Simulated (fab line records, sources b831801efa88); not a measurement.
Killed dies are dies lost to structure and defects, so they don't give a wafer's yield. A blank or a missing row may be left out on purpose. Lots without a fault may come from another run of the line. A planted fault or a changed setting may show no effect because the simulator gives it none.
Chamber matching | flow gf180mcu | GF_STI_CMP_25 on cmp-01: 4 sister chambers
The step polishes, stops on Si3N4, t overpolish 33 s, target thk 524.6 nm. 30 wafers are shown with their chamber, then 12 later ones without.

WAFERS WITH THEIR CHAMBER
wafer  | chamber | motor_current_A (A) | time_to_endpoint_s (s) | overpolish_run_s (s)
L075.1 | 0       | 11.5                | 129                    | 32.987
L075.5 | 1       | 11.6                | 127                    | 32.989
L075.6 | 0       | 11.4                | 124                    | 32.989
L078.2 | 0       | 11.9                | 126                    | 32.994
L078.5 | 1       | 11.8                | 120                    | 32.989
L078.6 | 2       | 13.7                | 119                    | 33.009
L079.1 | 1       | 12.7                | 121                    | 33.004
L079.2 | 0       | 11.6                | 123                    | 32.986
L079.3 | 3       | 13.3                | 111                    | 32.994
L081.2 | 0       | 12.0                | 124                    | 33.014
L081.3 | 3       | 13.6                | 114                    | 32.985
L081.4 | 2       | 13.4                | 111                    | 32.995
L083.1 | 0       | 11.2                | 120                    | 33.001
L083.3 | 3       | 12.9                | 110                    | 33.017
L083.6 | 3       | 13.1                | 109                    | 32.994
L085.1 | 1       | 12.3                | 119                    | 33.002
L085.2 | 2       | 13.8                | 118                    | 33.013
L085.6 | 2       | 13.0                | 117                    | 33.011
L087.1 | 3       | 12.8                | 107                    | 33.006
L087.2 | 1       | 12.2                | 121                    | 33.000
L087.6 | 3       | 13.6                | 115                    | 32.994
L088.2 | 0       | 11.4                | 131                    | 33.005
L088.5 | 1       | 11.4                | 124                    | 32.994
L088.6 | 0       | 11.3                | 126                    | 32.992
L091.1 | 1       | 12.2                | 124                    | 32.994
L091.4 | 2       | 13.8                | 115                    | 32.998
L091.6 | 0       | 11.4                | 126                    | 32.997
L092.1 | 1       | 12.2                | 120                    | 33.000
L092.3 | 2       | 13.1                | 113                    | 32.986
L092.6 | 1       | 12.0                | 123                    | 33.011

SIGNATURES (means of the wafers above)
reading            | chamber 0 | chamber 1 | chamber 2 | chamber 3 | scatter within a chamber
motor_current_A    | 11.522    | 12.044    | 13.467    | 13.217    | 0.342
time_to_endpoint_s | 125.44    | 122.11    | 115.50    | 111.00    | 2.98
overpolish_run_s   | 32.99611  | 32.99811  | 33.00200  | 32.99833  | 0.00944
Rule: a wafer's distance from a chamber is the root of the sum, over the readings, of the square of ((its reading less the chamber's mean) divided by the reading's scatter). The wafer belongs to the nearest chamber; if the next one is less than 2 further off, it can't be placed. The scatter: the root of (the sum of the squares of (reading less its chamber's mean) over the shown wafers, divided by (wafers less chambers)).

WAFERS WITHOUT THEIR CHAMBER
wafer  | motor_current_A (A) | time_to_endpoint_s (s) | overpolish_run_s (s)
L093.2 | 11.8                | 129                    | 32.999
L093.5 | 13.2                | 118                    | 33.024
L093.6 | 11.1                | 133                    | 33.003
L094.2 | 12.2                | 128                    | 33.010
L094.3 | 11.1                | 126                    | 32.998
L094.6 | 13.8                | 116                    | 33.013
L096.3 | 11.9                | 122                    | 33.004
L096.4 | 13.8                | 113                    | 33.003
L096.5 | 11.7                | 124                    | 33.005
L097.1 | 12.0                | 124                    | 33.010
L097.3 | 13.3                | 113                    | 33.002
L097.4 | 13.2                | 121                    | 33.007

WHICH CHAMBER EACH WENT THROUGH
wafer  | from the rows above          | in truth
L093.2 | can't be placed: 0 or 1      | 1
L093.5 | can't be placed: 2 or 3 or 1 | 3
L093.6 | can't be placed: 0 or 1      | 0
L094.2 | can't be placed: 1 or 0      | 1
L094.3 | can't be placed: 0 or 1      | 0
L094.6 | can't be placed: 2 or 3      | 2
L096.3 | can't be placed: 1 or 0      | 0
L096.4 | can't be placed: 2 or 3      | 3
L096.5 | can't be placed: 0 or 1      | 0
L097.1 | can't be placed: 1 or 0      | 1
L097.3 | can't be placed: 3 or 2      | 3
L097.4 | can't be placed: 2 or 3 or 1 | 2
Placed correctly: 0 of 12. Can't be placed from these rows: 12 (the true chamber is among the candidates in 12). Placed wrongly: 0.
